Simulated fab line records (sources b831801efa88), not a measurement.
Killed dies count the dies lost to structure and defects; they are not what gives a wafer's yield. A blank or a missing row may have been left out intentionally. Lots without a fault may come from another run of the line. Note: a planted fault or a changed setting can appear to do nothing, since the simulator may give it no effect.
Matching of chambers || flow gf180mcu || cmp-02 running GF_V3_CMP_04: 4 sister chambers
The step polishes SiO2. 18 wafers are shown with their chamber, then 9 later ones without.

== EACH WAFER AND ITS CHAMBER ==
{"wafer": "L283.2", "chamber": 1, "motorCurrentA (A)": 11.4, "retainingRingPressureFrac": 0.996, "timeToEndpointS (s)": 78}
{"wafer": "L283.3", "chamber": 0, "motorCurrentA (A)": 11.4, "retainingRingPressureFrac": 1.009, "timeToEndpointS (s)": 75}
{"wafer": "L283.6", "chamber": 1, "motorCurrentA (A)": 11.4, "retainingRingPressureFrac": 0.997, "timeToEndpointS (s)": 84}
{"wafer": "L284.1", "chamber": 3, "motorCurrentA (A)": 12.2, "retainingRingPressureFrac": 1.007, "timeToEndpointS (s)": 80}
{"wafer": "L284.3", "chamber": 0, "motorCurrentA (A)": 11.8, "retainingRingPressureFrac": 0.998, "timeToEndpointS (s)": 73}
{"wafer": "L284.6", "chamber": 3, "motorCurrentA (A)": 11.5, "retainingRingPressureFrac": 1.000, "timeToEndpointS (s)": 81}
{"wafer": "L287.1", "chamber": 1, "motorCurrentA (A)": 11.1, "retainingRingPressureFrac": 0.993, "timeToEndpointS (s)": 78}
{"wafer": "L287.2", "chamber": 3, "motorCurrentA (A)": 11.7, "retainingRingPressureFrac": 0.992, "timeToEndpointS (s)": 76}
{"wafer": "L287.4", "chamber": 0, "motorCurrentA (A)": 11.3, "retainingRingPressureFrac": 1.001, "timeToEndpointS (s)": 71}
{"wafer": "L288.1", "chamber": 0, "motorCurrentA (A)": 11.0, "retainingRingPressureFrac": 1.003, "timeToEndpointS (s)": 76}
{"wafer": "L288.4", "chamber": 3, "motorCurrentA (A)": 11.5, "retainingRingPressureFrac": 1.002, "timeToEndpointS (s)": 82}
{"wafer": "L288.6", "chamber": 0, "motorCurrentA (A)": 11.5, "retainingRingPressureFrac": 1.004, "timeToEndpointS (s)": 82}
{"wafer": "L299.4", "chamber": 2, "motorCurrentA (A)": 11.9, "retainingRingPressureFrac": 0.999, "timeToEndpointS (s)": 72}
{"wafer": "L299.5", "chamber": 1, "motorCurrentA (A)": 11.1, "retainingRingPressureFrac": 0.992, "timeToEndpointS (s)": 84}
{"wafer": "L299.6", "chamber": 0, "motorCurrentA (A)": 11.5, "retainingRingPressureFrac": 1.000, "timeToEndpointS (s)": 72}
{"wafer": "L302.1", "chamber": 1, "motorCurrentA (A)": 10.7, "retainingRingPressureFrac": 0.996, "timeToEndpointS (s)": 84}
{"wafer": "L302.5", "chamber": 3, "motorCurrentA (A)": 11.6, "retainingRingPressureFrac": 0.988, "timeToEndpointS (s)": 87}
{"wafer": "L302.6", "chamber": 2, "motorCurrentA (A)": 11.8, "retainingRingPressureFrac": 1.002, "timeToEndpointS (s)": 83}

SIGNATURES (averages over the wafers above)
{"reading": "motorCurrentA", "chamber 0": 11.417, "chamber 1": 11.140, "chamber 2": 11.850, "chamber 3": 11.700, "scatter within a chamber": 0.271}
{"reading": "retainingRingPressureFrac", "chamber 0": 1.00250, "chamber 1": 0.99480, "chamber 2": 1.00050, "chamber 3": 0.99780, "scatter within a chamber": 0.00488}
{"reading": "timeToEndpointS", "chamber 0": 74.83, "chamber 1": 81.60, "chamber 2": 77.50, "chamber 3": 81.20, "scatter within a chamber": 4.19}
Rule: a wafer lies at a distance from a chamber equal to the root of the sum of squares, over the readings, of (its reading less the chamber's mean, divided by the reading's scatter). If the next closest chamber is less than 2 further off than the closest, the wafer can't be placed; otherwise it belongs to the closest. The scatter: take each reading less its chamber's mean, square it, sum over the shown wafers, divide by the number of wafers less the number of chambers, and take the root.

== WAFERS WHOSE CHAMBER IS MISSING ==
{"wafer": "L304.2", "motorCurrentA (A)": 11.3, "retainingRingPressureFrac": 0.995, "timeToEndpointS (s)": 77}
{"wafer": "L304.3", "motorCurrentA (A)": 11.4, "retainingRingPressureFrac": 1.002, "timeToEndpointS (s)": 75}
{"wafer": "L304.6", "motorCurrentA (A)": 11.8, "retainingRingPressureFrac": 1.002, "timeToEndpointS (s)": 82}
{"wafer": "L305.1", "motorCurrentA (A)": 10.9, "retainingRingPressureFrac": 0.999, "timeToEndpointS (s)": 79}
{"wafer": "L305.2", "motorCurrentA (A)": 11.9, "retainingRingPressureFrac": 1.002, "timeToEndpointS (s)": 82}
{"wafer": "L305.3", "motorCurrentA (A)": 11.2, "retainingRingPressureFrac": 0.994, "timeToEndpointS (s)": 78}
{"wafer": "L306.2", "motorCurrentA (A)": 11.8, "retainingRingPressureFrac": 0.997, "timeToEndpointS (s)": 79}
{"wafer": "L306.3", "motorCurrentA (A)": 10.9, "retainingRingPressureFrac": 1.011, "timeToEndpointS (s)": 83}
{"wafer": "L306.4", "motorCurrentA (A)": 10.9, "retainingRingPressureFrac": 0.998, "timeToEndpointS (s)": 80}

== THE CHAMBER EACH PASSED THROUGH ==
{"wafer": "L304.2", "from the rows above": "can't be placed: 1 or 0 or 3 or 2", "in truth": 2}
{"wafer": "L304.3", "from the rows above": "can't be placed: 0 or 2 or 3", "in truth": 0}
{"wafer": "L304.6", "from the rows above": "can't be placed: 3 or 2 or 0 or 1", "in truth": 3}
{"wafer": "L305.1", "from the rows above": "can't be placed: 1 or 0 or 3", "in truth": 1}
{"wafer": "L305.2", "from the rows above": "can't be placed: 2 or 3 or 0", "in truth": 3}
{"wafer": "L305.3", "from the rows above": "can't be placed: 1 or 0 or 3 or 2", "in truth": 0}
{"wafer": "L306.2", "from the rows above": "can't be placed: 3 or 2 or 0 or 1", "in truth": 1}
{"wafer": "L306.3", "from the rows above": "can't be placed: 0 or 1 or 3 or 2", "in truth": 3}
{"wafer": "L306.4", "from the rows above": "can't be placed: 1 or 0 or 3", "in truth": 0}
Placed correctly: 0 of 9. Can't be placed from these rows: 9 (the true chamber is among the candidates in 9). Number placed wrongly: 0.
